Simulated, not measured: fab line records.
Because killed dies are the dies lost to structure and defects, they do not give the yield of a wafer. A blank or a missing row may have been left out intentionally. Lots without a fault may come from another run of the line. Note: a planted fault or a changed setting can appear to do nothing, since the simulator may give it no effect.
Tool commonality check -- flow gf180mcu -- 39 wafers sampled across 13 lots

== WHY IT WAS OPENED ==
GF_DNWELL_TW_MEAS_09, reading DNWELL_TW: flagged on 2 of 13 lots. Wafers without a fault read 1337, standard deviation 7.5.
Rule: a lot is flagged when every wafer of it that has a number lies more than 4 standard deviations from that mean, or none has a number. The other lots count as sound.

lot,measured,on,"DNWELL_TW, wafer by wafer",flag
L902,day 2 19:23,film-metro-01,1349 1355 1352,
L905,day 3 10:52,film-metro-02,1324 1331 1342,
L906,day 3 16:49,film-metro-01,1347 1346 1342,
L907,day 3 22:43,film-metro-02,1335 1328 1329,
L909,day 4 09:14,film-metro-02,1337 1327 1329,
L910,day 4 14:05,film-metro-03,1324 1323 1324,
L911,day 4 17:58,film-metro-01,1339 1340 1336,
L916,day 6 00:11,film-metro-03,1595 1587 1591,FLAGGED
L918,day 6 07:10,film-metro-02,1575 1577 1578,FLAGGED
L920,day 6 18:25,film-metro-02,1337 1342 1334,
L921,day 6 23:49,film-metro-03,1318 1323 1331,
L923,day 7 11:29,film-metro-03,1336 1329 1339,
L925,day 7 20:21,film-metro-01,1351 1350 1344,
Average over the flagged lots: 1584; offset from the usual +247, equal to +33 standard deviations.

== WHICH TOOL EACH LOT WENT THROUGH ==
The record keeps 1 process step preceding the reading, out of 602 steps on the route. In each cell: the tool, then ch and the chambers that the sampled wafers went through, then the start.
lot,flag,GF_DNWELL_IMPLANT_07
L902,,"implanter-01 ch 0, day 2 19:09"
L905,,"implanter-04 ch 0, day 3 10:37"
L906,,"implanter-04 ch 0, day 3 16:34"
L907,,"implanter-01 ch 0, day 3 22:28"
L909,,"implanter-03 ch 0, day 4 09:00"
L910,,"implanter-04 ch 0, day 4 13:50"
L911,,"implanter-03 ch 0, day 4 17:45"
L916,FLAGGED,"implanter-04 ch 0, day 5 23:56"
L918,FLAGGED,"implanter-04 ch 0, day 6 06:55"
L920,,"implanter-01 ch 0, day 6 18:10"
L921,,"implanter-01 ch 0, day 6 23:34"
L923,,"implanter-01 ch 0, day 7 11:14"
L925,,"implanter-01 ch 0, day 7 20:08"
These steps, and what they do:
- GF_DNWELL_IMPLANT_07
- GF_DNWELL_TW_MEAS_09

== FLAGGED OVER TOTAL, TOOL BY TOOL (the gauges that took the reading come last) ==
step,tool,lots run,flagged,share of the flagged lots,sound lots run after its first flagged lot
GF_DNWELL_IMPLANT_07,implanter-01,6,0,none,-
GF_DNWELL_IMPLANT_07,implanter-03,2,0,none,-
GF_DNWELL_IMPLANT_07,implanter-04,5,2,all,0
GF_DNWELL_TW_MEAS_09,film-metro-01,4,0,none,-
GF_DNWELL_TW_MEAS_09,film-metro-02,5,1,some,1 (L920)
GF_DNWELL_TW_MEAS_09,film-metro-03,4,1,some,"2 (L921,L923)"

== WHAT IS ALLOWED BY THE TABLE ==
In the table, 1 row covers all flagged lots: implanter-04 at GF_DNWELL_IMPLANT_07.
- implanter-04 at GF_DNWELL_IMPLANT_07 ran 5 lots, 2 of them flagged. Its last sound lot is L910 (day 4 13:50), its first flagged lot L916 (day 5 23:56): a fault that began between those two fits. Its own readings (dose-ions-cm2, faraday-current-uA) fall more than 4 standard deviations out on all wafers of the flagged lots.
Just one tool remains: implanter-04 at GF_DNWELL_IMPLANT_07.

== WHAT WAS PUT IN BY THE SIMULATOR ==
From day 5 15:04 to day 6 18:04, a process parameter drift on implanter-04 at GF_DNWELL_IMPLANT_07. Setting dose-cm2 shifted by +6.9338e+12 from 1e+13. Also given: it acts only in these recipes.
Struck lots among those shown: L916, L918. This agrees with what the rule above found.
